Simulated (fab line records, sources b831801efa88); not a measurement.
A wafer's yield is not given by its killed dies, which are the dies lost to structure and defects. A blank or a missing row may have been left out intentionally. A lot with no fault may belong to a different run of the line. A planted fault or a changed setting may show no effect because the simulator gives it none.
fab line records | flow sky130
[record] lots = 13 wafers = 39 last-day = 50
route steps=708 shown PWDE@55 VT_ADJUST_HVTP@92 SONOS_TUNNEL@165 SONOS_ONO@183 PAD_OPEN@708
lots untouched by any fault: they come from a run of this same line in which no faults occurred
start-h: start of the lot's first displayed wafer, in hours after the record's first day | wait-h: hours from the lot's prior step to this one | " the same as in the row above | L1.1+2: several wafers, shown together as one row | - either no value or no given start | * or withheld: withheld | < > ~ a bound
route shown NAME@n: NAME is a module with steps in the file, n the number in the route of the first one | usual: average and standard deviation across the fault-free wafers | same: alike in all rows | chamber/n: place in a boat | sites: the reading at each site | _std_site: standard deviation of those values | _edge_site: mean of outer sites minus mean of inner sites | radius-mm: how far each site lies from the wafer's centre | mask NAME#n: copy n | behind: tool/chamber where the wafer was last shaped | hold: the reason the lot was held/the length of the hold in hours/how it ended | device: which transistor (n, p or np) failed to switch | end of line: the same wafers' tests at the end of the route | step lacking rows: just its recipe | killed: count of dies lost to structure and defects at first sort (not the wafer's yield) | map: dies across one wafer; x = killed, . = not, _ = none there
set.NAME: the setting that was run; set.NAME@STEP: the one run at that earlier step | model.NAME: the simulator's own value behind a step, which no gauge read
steps of the route over a sample of lots; a table a step, a row a wafer
services: when a tool's chamber went out of use (start-h, in hours from the record's first day, below 0 if earlier), for how many hours, and the reason
[[steps]]
[step SKY_PWDE_TW_MEAS_10]
[usual] PWDE_TW = 376.8/2.7
// columns lot.wafer tool chamber start-h wait-h PWDE_TW
L470.1 film-metro-02 - 68.12 0.1 379.8
L470.2 " - " " 376.9
L470.3 " - " " 377.8
L472.2 film-metro-04 - 78.34 0.1 381.8
L472.3 " - " " 380.9
L472.6 " - " " 380.8
L475.2 film-metro-02 - 111.91 0.1 375.7
L475.4 " - " " 376.3
L475.6 " - " " 372.8
L476.1 film-metro-02 - 116.95 0.1 374.7
L476.3 " - " " 374.0
L476.6 " - " " 375.9
L478.3 film-metro-04 - 125.79 0.1 379.4
L478.4 " - " " 380.6
L478.5 " - " " 380.5
L479.3 film-metro-03 - 126.14 0.1 372.4
L479.4 " - " " 374.8
L479.5 " - " " 373.1
L481.1 film-metro-02 - 140.07 0.1 372.8
L481.5 " - " " 372.5
L481.6 " - " " 373.6
L483.2 film-metro-02 - 145.54 0.1 380.0
L483.3 " - " " 379.7
L483.6 " - " " 380.9
L484.1 film-metro-02 - 149.00 0.1 378.2
L484.3 " - " " 378.2
L484.4 " - " " 379.0
L488.1 film-metro-02 - 168.73 0.1 377.9
L488.3 " - " " 379.4
L488.6 " - " " 377.9
L491.1 film-metro-03 - 189.90 0.1 375.6
L491.3 " - " " 376.5
L491.6 " - " " 376.7
L492.1 film-metro-04 - 192.80 0.1 377.3
L492.4 " - " " 376.0
L492.6 " - " " 376.9
L493.1 film-metro-03 - 197.02 0.1 373.9
L493.2 " - " " 373.7
L493.3 " - " " 373.5
[step SKY_VT_ADJUST_HVTP_CD_MEAS_07]
[recipe] target-cd-nm = 380
[usual] cd-nm = 379.8/2.2
// columns lot.wafer tool chamber start-h wait-h cd-nm
L470.1 cd-sem-01 - 118.67 0.1 379.2
L470.2 " - " " 378.6
L470.3 " - " " 379.2
L472.2 cd-sem-01 - 130.94 0.1 380.3
L472.3 " - " " 380.8
L472.6 " - " " 378.3
L475.2 cd-sem-02 - 169.07 0.1 377.7
L475.4 " - " " 378.8
L475.6 " - " " 377.8
L476.1 cd-sem-01 - 174.77 0.1 381.1
L476.3 " - " " 381.0
L476.6 " - " " 380.7
L478.3 cd-sem-02 - 185.57 0.1 383.4
L478.4 " - " " 381.5
L478.5 " - " " 382.1
L479.3 cd-sem-02 - 185.91 0.1 385.5
L479.4 " - " " 383.3
L479.5 " - " " 382.0
L481.1 cd-sem-02 - 201.62 0.1 379.4
L481.5 " - " " 381.8
L481.6 " - " " 380.6
L483.2 cd-sem-01 - 207.32 0.1 380.8
L483.3 " - " " 380.0
L483.6 " - " " 378.8
L484.1 cd-sem-01 - 210.90 0.1 378.7
L484.3 " - " " 376.2
L484.4 " - " " 380.5
L488.1 cd-sem-01 - 235.18 0.1 383.1
L488.3 " - " " 383.2
L488.6 " - " " 383.0
L491.1 cd-sem-02 - 258.78 0.1 382.8
L491.3 " - " " 382.4
L491.6 " - " " 383.1
L492.1 cd-sem-02 - 261.73 0.1 382.2
L492.4 " - " " 379.2
L492.6 " - " " 378.2
L493.1 cd-sem-02 - 267.25 0.1 377.3
L493.2 " - " " 376.9
L493.3 " - " " 379.5
[step SKY_SONOS_TUNNEL_STRIP_11]
[recipe] chemistry = SPM time-s = 600 temp-c = 130
[usual] bath-guard-temp-C = 129.8/0.66 bath-heat-duty-pct = 14.6/1.7
// columns lot.wafer tool chamber start-h wait-h bath-guard-temp-C bath-heat-duty-pct
L470.1 wet-bench-03 1 243.27 0.0 129.7 13.4
L470.2 " 1 " " 129.5 13.6
L470.3 " 1 " " 129.3 12.9
L472.2 wet-bench-02 3 258.96 0.0 129.7 13.8
L472.3 " 3 " " 129.4 14.8
L472.6 " 3 " " 130.1 14.1
L475.2 wet-bench-03 2 309.21 0.0 129.7 15.7
L475.4 " 2 " " 130.0 15.3
L475.6 " 2 " " 129.9 16.1
L476.1 wet-bench-01 0 317.52 0.0 128.5 15.7
L476.3 " 0 " " 128.4 14.6
L476.6 " 0 " " 128.5 14.3
L478.3 wet-bench-03 0 328.91 0.0 129.2 16.8
L478.4 " 0 " " 129.6 17.8
L478.5 " 0 " " 129.4 16.8
L479.3 wet-bench-03 1 331.15 0.0 129.6 13.2
L479.4 " 1 " " 129.4 13.1
L479.5 " 1 " " 129.7 14.2
L481.1 wet-bench-03 1 350.24 0.0 - -
L481.5 " 1 " " - -
L481.6 " 1 " " - -
L483.2 wet-bench-03 0 355.47 0.0 - -
L483.3 " 0 " " - -
L483.6 " 0 " " - -
L484.1 wet-bench-01 2 360.10 0.0 130.0 14.3
L484.3 " 2 " " 130.1 13.2
L484.4 " 2 " " 129.8 12.5
L488.1 wet-bench-02 0 390.90 0.0 130.2 11.9
L488.3 " 0 " " 130.3 13.7
L488.6 " 0 " " 130.7 13.6
L491.1 wet-bench-01 3 419.75 0.0 129.8 16.5
L491.3 " 3 " " 129.7 16.1
L491.6 " 3 " " 130.2 16.5
L492.1 wet-bench-03 1 424.10 0.0 129.2 12.8
L492.4 " 1 " " 129.1 14.6
L492.6 " 1 " " 129.8 14.1
L493.1 wet-bench-02 2 430.21 0.0 130.2 13.8
L493.2 " 2 " " 130.3 14.0
L493.3 " 2 " " 130.4 13.9
[step SKY_SONOS_ONO_ETCH_15]
[recipe] target-depth-nm = 19.52 chemistry = CHF3/O2 source-w = 600 bias-w = 200 pressure-mtorr = 40 chf3-flow-sccm = 50 O2_flow_sccm = 5 time-s = 7.8
[usual] drypump-motor-current-A = 5.9/0.48 oes-product-au = 1.000/0.0098 throttle-valve-pct = 8.824/0.0097
// columns lot.wafer tool chamber start-h wait-h drypump-motor-current-A oes-product-au rf-hours-counter-h throttle-valve-pct
L470.1 rie-diel-03 2 273.07 0.0 5.4 0.993 0 8.827
L470.2 " 0 " " 5.1 1.000 124 8.826
L470.3 " 1 " " 5.9 0.993 118 8.822
L472.2 rie-diel-04 0 289.17 0.0 5.8 0.998 98 8.833
L472.3 " 3 " " 6.2 1.003 1 8.810
L472.6 " 2 " " 5.5 1.001 - 8.828
L475.2 rie-diel-03 3 340.35 0.0 4.9 0.984 14 8.831
L475.4 " 2 " " 5.4 0.991 - 8.807
L475.6 " 3 " " 4.9 0.994 - 8.818
L476.1 rie-diel-03 2 348.82 0.0 5.4 1.000 2 8.839
L476.3 " 0 " " 5.1 0.997 125 8.827
L476.6 " 2 " " 5.4 0.993 - 8.828
L478.3 rie-diel-02 0 361.69 0.0 5.8 1.009 114 8.839
L478.4 " 3 " " 6.5 1.001 2 8.826
L478.5 " 1 " " 6.4 1.004 - 8.825
L479.3 rie-diel-03 2 364.14 0.0 5.4 1.011 3 8.841
L479.4 " 0 " " 5.1 1.008 - 8.833
L479.5 " 3 " " 4.9 0.994 - 8.851
L484.1 rie-diel-04 0 395.24 0.0 5.8 1.000 100 8.840
L484.3 " 2 " " 5.6 1.009 3 8.836
L484.4 " 3 " " 6.2 1.007 3 8.818
L488.1 rie-diel-04 3 425.74 0.0 6.2 1.014 4 8.832
L488.3 " 1 " " 6.3 1.009 5 8.827
L488.6 " 3 " " 6.2 1.012 - 8.846
L491.1 rie-diel-04 3 455.80 0.0 6.2 1.012 4 8.832
L491.3 " 1 " " 6.3 0.998 5 8.817
L491.6 " 1 " " 6.3 1.001 - 8.826
L492.1 rie-diel-02 2 460.45 0.0 6.2 0.996 2 8.827
L492.4 " 3 " " 6.5 1.000 4 8.833
L492.6 " 1 " " 6.4 0.992 - 8.824
L493.1 rie-diel-02 3 467.79 0.0 6.5 1.007 4 8.831
L493.2 " 2 " " 6.2 1.000 2 8.820
L493.3 " 1 " " 6.4 0.983 51 8.819
[step SKY_PAD_OPEN_PROBE_99]
[usual] killed_at_M0_to_M3 = 44/7.2 killed_at_M4_up = 3.2/1.8 killed-at-contacts = 24/5.4 killed-at-front-end = 15/4 killed-at-other = 0.3/0.56 killed-dies = 87/9.2 killed-on-rim = 17/4 killed-open = 47/7.3 killed-short = 39/5.7
[same] gross-dies = 492 killed-at-back-side = 0
// columns lot.wafer tool chamber start-h wait-h killed_at_M0_to_M3 killed_at_M4_up killed-at-contacts killed-at-front-end killed-at-other killed-dies killed-on-rim killed-open killed-short
L481.1 prober-02 - 1152.16 0.1 47 2 41 402 0 492 96 57 45
L481.5 prober-02 - 1152.36 0.2 52 2 25 411 2 492 96 46 43
L481.6 prober-02 - 1152.41 0.2 43 4 20 425 0 492 96 44 40
L483.2 prober-01 - 1152.56 0.1 51 1 16 424 0 492 96 48 29
L483.3 prober-01 - 1152.61 0.2 31 3 16 441 1 492 96 26 37
L483.6 prober-01 - 1152.76 0.2 50 6 30 406 0 492 96 60 42
L488.1 prober-02 - 1173.77 0.1 60 1 24 18 0 103 15 60 43
L488.3 prober-02 - 1173.87 0.2 41 7 19 16 1 84 16 46 38
L488.6 prober-02 - 1174.02 0.2 46 0 30 20 0 96 15 50 46
// killed by level:class
L481.1 SONOS_ONO:area-oxidation=390 CONTACT:geometric-particle:open=20 LI_CONTACT:geometric-particle:open=10 VIA2:geometric-particle:short=8 VIA1:geometric-particle:open=7 VIA2:geometric-particle:open=7 CONTACT:geometric-particle:short=6 METAL1:geometric-particle:short=6
L481.5 SONOS_ONO:area-oxidation=402 CONTACT:geometric-particle:open=11 VIA2:geometric-particle:open=11 LI_CONTACT:geometric-particle:open=8 METAL3:geometric-particle:short=8 VIA1:geometric-particle:open=7 VIA2:geometric-particle:short=7 METAL1:geometric-particle:short=5
L481.6 SONOS_ONO:area-oxidation=408 VIA2:geometric-particle:open=8 VIA3:geometric-particle:open=8 VIA1:geometric-particle:open=7 METAL2:geometric-particle:short=6 LOCAL_INTERCONNECT:geometric-particle:short=6 CONTACT:geometric-particle:open=6 CONTACT:geometric-particle:short=5
L483.2 SONOS_ONO:area-oxidation=415 VIA1:geometric-particle:open=12 VIA3:geometric-particle:open=10 VIA2:geometric-particle:open=8 CONTACT:geometric-particle:open=7 VIA1:geometric-particle:short=7 METAL2:geometric-particle:short=5 LI_CONTACT:geometric-particle:open=4
L483.3 SONOS_ONO:area-oxidation=429 METAL2:geometric-particle:short=7 VIA1:geometric-particle:open=7 CONTACT:geometric-particle:open=6 CONTACT:geometric-particle:short=4 FIELD_ISO:geometric-particle:short=3 SONOS_ONO:geometric-particle:short=3 LI_CONTACT:geometric-particle:open=3
L483.6 SONOS_ONO:area-oxidation=390 VIA2:geometric-particle:open=12 LI_CONTACT:geometric-particle:open=11 VIA1:geometric-particle:open=9 METAL2:geometric-particle:short=6 VIA3:geometric-particle:open=6 METAL4:geometric-particle:short=5 CONTACT:geometric-particle:short=5
L488.1 VIA2:geometric-particle:open=13 VIA1:geometric-particle:open=11 CONTACT:geometric-particle:open=11 LI_CONTACT:geometric-particle:open=7 METAL3:geometric-particle:short=7 VIA3:geometric-particle:short=6 VIA1:geometric-particle:short=6 FIELD_ISO:geometric-particle:short=5
L488.3 VIA1:geometric-particle:open=12 POLY_GATE:geometric-particle:open=7 LOCAL_INTERCONNECT:geometric-particle:short=6 VIA2:geometric-particle:open=6 LI_CONTACT:geometric-particle:open=5 CONTACT:geometric-particle:open=5 POLY_GATE:geometric-particle:short=4 METAL1:geometric-particle:short=4
L488.6 CONTACT:geometric-particle:open=12 VIA1:geometric-particle:open=11 CONTACT:geometric-particle:short=9 FIELD_ISO:geometric-particle:open=8 VIA3:geometric-particle:open=7 POLY_GATE:geometric-particle:short=6 METAL1:geometric-particle:short=6 VIA1:geometric-particle:short=6
[[services]]
// columns tool chamber start-h hours kind
rie-diel-04 - 224.31 2.8 pm
rie-diel-04 2 238.92 1.2 repair
rie-diel-03 2 239.98 - clean
rie-diel-03 2 239.98 20.2 scheduled-down
rie-diel-03 2 239.98 20.2 vent-cycle
rie-diel-04 2 240.11 - clean
rie-diel-04 2 240.11 14.0 scheduled-down
rie-diel-04 2 240.11 14.0 vent-cycle
rie-diel-04 3 266.12 7.8 repair
rie-diel-03 0 303.37 4.2 repair
rie-diel-03 1 314.11 5.4 repair
rie-diel-04 1 328.74 5.9 repair
rie-diel-03 0 337.03 4.0 repair
rie-diel-03 1 341.01 - clean
rie-diel-03 1 341.01 26.3 scheduled-down
rie-diel-04 - 353.52 0.8 repair
rie-diel-03 0 355.78 7.1 repair
rie-diel-03 - 362.74 0.4 repair
rie-diel-02 - 369.17 2.8 pm
rie-diel-02 0 384.26 4.2 repair
wet-bench-03 - 418.17 4.1 repair
rie-diel-03 - 441.11 0.9 repair
rie-diel-02 2 451.20 4.1 repair
rie-diel-03 - 463.44 1.3 repair
[[key]]
[first-sign] step = SKY_SONOS_TUNNEL_STRIP_11 reading = tool-record direction = missing
[effect] step = SKY_PAD_OPEN_PROBE_99 reading = killed-at-front-end direction = up sigmas = 99+ usual = 15 struck = 418
[more-kills-born-at] SKY_SONOS_ONO_OXIDATION_00@furnace-01 = 1234 SKY_SONOS_ONO_OXIDATION_00@furnace-02 = 1200
met-at SKY_SONOS_TUNNEL_STRIP_11
struck-lots L481,L483
later-rows-left-out L481.1,L481.5,L481.6,L483.2,L483.3,L483.6
tester-left-out L481,L483
not-acting-at SKY_PWDE_TW_MEAS_10,SKY_VT_ADJUST_HVTP_CD_MEAS_07,SKY_SONOS_ONO_ETCH_15
onset-between 331.15 350.24
[fault] kind = skipped-step-whole tool = wet-bench-03 chamber = - onset-h = 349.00 steps = SKY_SONOS_TUNNEL_STRIP_11 scope = struck-lots-only
// tester-left-out: of these lots the tester's yield and bins aren't shown, on N5 and GAA mostly nor the transistor test; their killed dies are dies lost to structure and defects alone, not to doping, threshold or leakage, so they don't give the yield
// later-rows-left-out: the simulator's readings of these wafers behind a module that went badly wrong aren't trusted and aren't shown, but for the sort
